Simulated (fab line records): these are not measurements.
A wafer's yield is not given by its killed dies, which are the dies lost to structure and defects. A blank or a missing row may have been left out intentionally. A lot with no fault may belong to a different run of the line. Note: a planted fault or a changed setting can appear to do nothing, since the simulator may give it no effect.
Problem report, 8D (eight disciplines) form, completed by code	flow gf180mcu	the parts of the form that need people (team, actions taken, sign-off) are left out

1. WHAT WENT WRONG
Mean of developer-temp-C at GF_VT_IMPLANT_DEVELOP_06: 22.04 C across 6 wafers in 2 lots; on wafers with no fault it is 22.98 C (standard deviation 0.095). That puts it -9.9 standard deviations away from the usual mean.
The step: develop time 60 s.
First seen on wafer L255.2, day 9 11:14, on litho-track-04. Wafers with a number at this step in the record: 42, from 14 lots. Rule for "out", or "out of limits": more than 4 standard deviations from the usual mean. All remaining wafers that have a number are taken as sound.

2. WHAT IT IS AND WHAT IT IS NOT
question	is	is not
which readings at this step	developer-temp-C	exhaust-pa
which lots	L255, L259	L241, L242, L244, L245, L246, L247, L248, L249, L250, L251, L252, L254
which wafers of those lots	all that have a number	-
read on which tools	litho-track-04	litho-track-02, litho-track-03
when	from day 9 11:14	up to then (36 sound wafers)

3. SUSPECTS, AND WHAT RULES EACH OUT
Counting: a tool at any process step up to the reading remains a suspect when it ran all the lots that are out and ran no sound lot after the first of those.
- plasma-asher-04 at GF_NWELL_STRIP_10 (strips in O2/N2): kept. It ran every lot that is out, first L255 (day 6 17:41), and no sound lot after that; its last sound lot up to then is L254 (day 6 08:08).
- litho-track-04 at GF_VT_IMPLANT_DEVELOP_06 (develop time 60 s): kept. It ran every lot that is out, first L255 (day 9 11:14), and no sound lot after that; its last sound lot up to then is L254 (day 9 00:21). Its own developer-temp-C readings are out on those wafers.
The count leaves litho-track-04 at GF_VT_IMPLANT_DEVELOP_06 and plasma-asher-04 at GF_NWELL_STRIP_10.

4. THE CAUSE (what the simulator had put in)
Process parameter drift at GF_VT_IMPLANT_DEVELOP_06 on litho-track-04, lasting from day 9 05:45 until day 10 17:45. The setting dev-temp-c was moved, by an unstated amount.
Of the 2 suspects that counting leaves, this tool is one.

5. SEQUENCE OF EFFECTS, ordered by route
Rows list readings where the struck wafers' mean (over those with a number) sits beyond 3 standard deviations from the usual. Only readings for which the record gives a usual standard deviation are gone through. hours: the time from each lot's start at the first step in this table that gives one to its start at this step, as a median over the lots. sigmas: the change in usual standard deviations.
hours	step	reading	usual	on struck wafers	change	sigmas
0	GF_VT_IMPLANT_DEVELOP_06	developer-temp-C	22.98 C	22.04	-0.94	-9.9
The process steps in it:
- GF_VT_IMPLANT_DEVELOP_06: develop time 60 s.

6. WHAT WOULD HAVE CAUGHT IT SOONER
First out-of-limits reading in this record: day 9 11:14, which is 5 hours after fault onset at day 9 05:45.
